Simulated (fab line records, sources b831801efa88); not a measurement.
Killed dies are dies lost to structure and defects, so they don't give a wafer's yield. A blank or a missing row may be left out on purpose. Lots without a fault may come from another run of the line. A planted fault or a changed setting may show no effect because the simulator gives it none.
Which tool did it? | flow sfq_line | 7 lots, 21 wafers sampled, at 4 steps of a route of 325

WHAT THE GAUGES READ, wafer by wafer
SFQ_JJ_RS_MEAS_929: measures by four-point-probe.
lot  | measured     | on            | JJ_NB_RS (ohm/sq)
L797 | day 40 13:31 | film_metro-03 | 1.049 1.058 1.044
L805 | day 44 07:35 | film_metro-04 | 1.065 1.433 1.401
L810 | day 45 11:02 | film_metro-02 | 1.050 1.042 1.074
L812 | day 46 13:26 | film_metro-02 | 1.051 1.052 1.072
L814 | day 47 08:08 | film_metro-03 | 1.039 1.048 1.039
L816 | day 48 03:20 | film_metro-03 | 1.048 1.068 1.045
L819 | day 48 14:10 | film_metro-03 | 1.053 1.052 1.053

WHICH TOOL RAN EACH LOT (tool, then ch and the chambers of the sampled wafers, then the start)
lot  | SFQ_TRILAYER_I4_DEP_PECVD_099   | SFQ_TRILAYER_I4_VIA_ETCH_VIA_ETCH_106 | SFQ_TRILAYER_JJ_TRILAYER_DEP_SPUTTER_112
L797 | pecvd-04 ch 0,1, day 35 17:27   | rie_diel-01 ch 0,1,2, day 40 11:24    | pvd_sputter-06, day 40 13:25
L805 | pecvd-03 ch 0,1,2, day 38 22:55 | rie_diel-03 ch 1,2,3, day 44 05:30    | pvd_sputter-03, day 44 07:31
L810 | pecvd-03 ch 1,2, day 40 02:30   | rie_diel-03 ch 0,2,3, day 45 08:56    | pvd_sputter-05, day 45 10:57
L812 | pecvd-04 ch 1,2, day 41 03:36   | rie_diel-04 ch 1,2, day 46 11:20      | pvd_sputter-05, day 46 13:21
L814 | pecvd-03 ch 0,2, day 41 15:36   | rie_diel-04 ch 1,2,3, day 47 06:02    | pvd_sputter-05, day 47 08:03
L816 | pecvd-04 ch 1,2, day 42 14:31   | rie_diel-01 ch 0,1,3, day 48 01:14    | pvd_sputter-06, day 48 03:15
L819 | pecvd-04 ch 0,2, day 43 01:59   | rie_diel-04 ch 0,2, day 48 12:02      | pvd_sputter-06, day 48 14:03
- SFQ_TRILAYER_I4_DEP_PECVD_099: deposits SiO2 from SiH4/N2O, time 111.11 s, target thk 500 nm.
- SFQ_TRILAYER_I4_VIA_ETCH_VIA_ETCH_106: etches SiO2 in CHF3, stops on Nb, target depth 260 nm.
- SFQ_TRILAYER_JJ_TRILAYER_DEP_SPUTTER_112: material Nb, target thk 170 nm, time 113.3 s.

THE ANSWER, worked out from the rows above alone
Rule: what is usual is taken from the lots themselves. Put in order of their means at a reading, lots are off if they are a third of the lots or fewer, leave a main group of 4 or more, and stand apart from it by a gap of 3 or more times the standard deviation of the main group's means; of several such gaps the widest counts. A main group whose means are all the same, to the digits that the tables above print for the reading, isn't used. A lot without any number at a reading at which 4 lots or more have one is off too. The other lots that the step has rows for count as sound.
Off: L805, at SFQ_JJ_RS_MEAS_929 (JJ_NB_RS). The main group: mean 1.052 ohm/sq, standard deviation 0.0051.
A tool fits if, at a process step before that reading, it ran every lot that is off, and no sound lot after the first of them. The gauges at SFQ_JJ_RS_MEAS_929 are tried like those tools. Can't be told from this: 2 tools fit, pvd_sputter-03 at SFQ_TRILAYER_JJ_TRILAYER_DEP_SPUTTER_112, film_metro-04 at SFQ_JJ_RS_MEAS_929.

WHAT THE SIMULATOR HAD PUT IN
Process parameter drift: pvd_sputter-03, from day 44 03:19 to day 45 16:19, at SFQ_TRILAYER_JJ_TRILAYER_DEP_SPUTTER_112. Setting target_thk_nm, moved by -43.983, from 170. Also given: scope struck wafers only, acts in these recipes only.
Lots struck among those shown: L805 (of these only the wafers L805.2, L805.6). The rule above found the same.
